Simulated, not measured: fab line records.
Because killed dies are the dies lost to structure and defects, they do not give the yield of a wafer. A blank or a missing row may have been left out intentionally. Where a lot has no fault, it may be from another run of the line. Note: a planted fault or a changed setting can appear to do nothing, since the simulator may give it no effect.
Which tool did it? :: flow sky130 :: 13 lots, 37 wafers sampled, at 3 steps of a route of 708

== WHAT EACH GAUGE READ, for each wafer ==
SKY_VIA1_RS_MEAS_22: measurement is done with a four-point probe.
lot: L707
measured: day 35 12:44
on: film-metro-03
VIA1_W_RS (ohm/sq): 0.429 0.426 0.423

lot: L709
measured: day 35 23:56
on: film-metro-02
VIA1_W_RS (ohm/sq): 0.426 0.433 0.430

lot: L708
measured: day 36 00:51
on: film-metro-02
VIA1_W_RS (ohm/sq): 0.429 0.436 0.427

lot: L711
measured: day 36 17:33
on: film-metro-03
VIA1_W_RS (ohm/sq): 0.423 0.432 0.425

lot: L713
measured: day 37 08:39
on: film-metro-03
VIA1_W_RS (ohm/sq): 0.427 0.431 0.425

lot: L714
measured: day 37 16:57
on: film-metro-01
VIA1_W_RS (ohm/sq): 0.433 0.429 0.432

lot: L716
measured: day 38 14:32
on: film-metro-03
VIA1_W_RS (ohm/sq): 0.424 0.274

lot: L717
measured: day 38 20:17
on: film-metro-01
VIA1_W_RS (ohm/sq): 0.424 0.273

lot: L725
measured: day 40 23:32
on: film-metro-03
VIA1_W_RS (ohm/sq): 0.432 0.424 0.431

lot: L724
measured: day 41 02:44
on: film-metro-03
VIA1_W_RS (ohm/sq): 0.429 0.422 0.423

lot: L727
measured: day 41 12:52
on: film-metro-03
VIA1_W_RS (ohm/sq): 0.433 0.432 0.431

lot: L728
measured: day 41 19:06
on: film-metro-01
VIA1_W_RS (ohm/sq): 0.428 0.431 0.430

lot: L730
measured: day 42 02:38
on: film-metro-01
VIA1_W_RS (ohm/sq): 0.435 0.427 0.433

SKY_VIA1_THK_MEAS_23: measures by xrf.
lot: L707
measured: day 35 12:51
on: film-metro-03
VIA1_W_THK (nm): 272 276 276

lot: L709
measured: day 36 00:02
on: film-metro-02
VIA1_W_THK (nm): 277 274 273

lot: L708
measured: day 36 00:58
on: film-metro-02
VIA1_W_THK (nm): 276 269 276

lot: L711
measured: day 36 17:40
on: film-metro-03
VIA1_W_THK (nm): 275 271 277

lot: L713
measured: day 37 08:46
on: film-metro-03
VIA1_W_THK (nm): 275 272 274

lot: L714
measured: day 37 17:04
on: film-metro-01
VIA1_W_THK (nm): 273 275 275

lot: L716
measured: day 38 14:37
on: film-metro-03
VIA1_W_THK (nm): 274 424

lot: L717
measured: day 38 20:24
on: film-metro-01
VIA1_W_THK (nm): 279 437

lot: L725
measured: day 40 23:40
on: film-metro-03
VIA1_W_THK (nm): 271 278 272

lot: L724
measured: day 41 02:51
on: film-metro-03
VIA1_W_THK (nm): 272 276 274

lot: L727
measured: day 41 12:59
on: film-metro-03
VIA1_W_THK (nm): 268 269 270

lot: L728
measured: day 41 19:11
on: film-metro-01
VIA1_W_THK (nm): 276 274 277

lot: L730
measured: day 42 02:45
on: film-metro-01
VIA1_W_THK (nm): 275 278 274

== EACH LOT AND THE TOOL THAT RAN IT (in order: tool; ch and the chambers of the sampled wafers; start) ==
lot: L707
SKY_VIA1_CVD_21: cvd-w-01 ch 0,1, day 35 12:38

lot: L709
SKY_VIA1_CVD_21: cvd-w-02 ch 0,1, day 35 23:50

lot: L708
SKY_VIA1_CVD_21: cvd-w-01 ch 0,1, day 36 00:46

lot: L711
SKY_VIA1_CVD_21: cvd-w-01 ch 0,1, day 36 17:27

lot: L713
SKY_VIA1_CVD_21: cvd-w-01 ch 0,1, day 37 08:32

lot: L714
SKY_VIA1_CVD_21: cvd-w-02 ch 0,1, day 37 16:52

lot: L716
SKY_VIA1_CVD_21: cvd-w-01 ch 0,1, day 38 14:26

lot: L717
SKY_VIA1_CVD_21: cvd-w-01 ch 0,1, day 38 20:11

lot: L725
SKY_VIA1_CVD_21: cvd-w-02 ch 0,1, day 40 23:27

lot: L724
SKY_VIA1_CVD_21: cvd-w-02 ch 0,1, day 41 02:38

lot: L727
SKY_VIA1_CVD_21: cvd-w-01 ch 0,1, day 41 12:47

lot: L728
SKY_VIA1_CVD_21: cvd-w-02 ch 0,1, day 41 18:59

lot: L730
SKY_VIA1_CVD_21: cvd-w-01 ch 0, day 42 02:28
- SKY_VIA1_CVD_21: deposits W, target thk 270 nm, time 80.902 s.

== WHAT THE TOOLS THEMSELVES READ (means of the sampled wafers that have a number; where no wafer has one, the mark that the record gives instead) ==
SKY_VIA1_CVD_21.
lot: L707
tool: cvd-w-01
heater-power-w (W): 962

lot: L709
tool: cvd-w-02
heater-power-w (W): 879

lot: L708
tool: cvd-w-01
heater-power-w (W): 943

lot: L711
tool: cvd-w-01
heater-power-w (W): 927

lot: L713
tool: cvd-w-01
heater-power-w (W): 957

lot: L714
tool: cvd-w-02
heater-power-w (W): 935

lot: L716
tool: cvd-w-01
heater-power-w (W): 954

lot: L717
tool: cvd-w-01
heater-power-w (W): 948

lot: L725
tool: cvd-w-02
heater-power-w (W): 845

lot: L724
tool: cvd-w-02
heater-power-w (W): 827

lot: L727
tool: cvd-w-01
heater-power-w (W): 930

lot: L728
tool: cvd-w-02
heater-power-w (W): 851

lot: L730
tool: cvd-w-01
heater-power-w (W): 978

== THE ANSWER, worked out from the rows above alone ==
Rule: usual is defined by the lots themselves. Put in order of their means at a reading, lots are off if they are a third of the lots or fewer, leave a main group of 4 or more, and stand apart from it by a gap of 3 or more times the standard deviation of the main group's means; of several such gaps the widest counts. If all means in a main group match to the digits the tables above print for the reading, that group is not used. A lot without any number at a reading at which 4 lots or more have one is off too. The other lots that the step has rows for count as sound. The gauges are gone through in route order, then the tools' own readings, and for those a lot's mean is taken as printed above. At the first step where some lot is off, the reading lying furthest off is the one used; lots without a number count as furthest.
Off: at SKY_VIA1_RS_MEAS_22 (VIA1_W_RS), L716, L717. Main group: mean 0.429 ohm/sq, sd 0.0023.
If a tool, at a process step before that reading, ran all the lots that are off and no sound lot after the first of them, it fits. Gauges at SKY_VIA1_RS_MEAS_22: tried the same way as those tools. Not one of the candidates tried fits.

== WHAT THE SIMULATOR PUT IN ==
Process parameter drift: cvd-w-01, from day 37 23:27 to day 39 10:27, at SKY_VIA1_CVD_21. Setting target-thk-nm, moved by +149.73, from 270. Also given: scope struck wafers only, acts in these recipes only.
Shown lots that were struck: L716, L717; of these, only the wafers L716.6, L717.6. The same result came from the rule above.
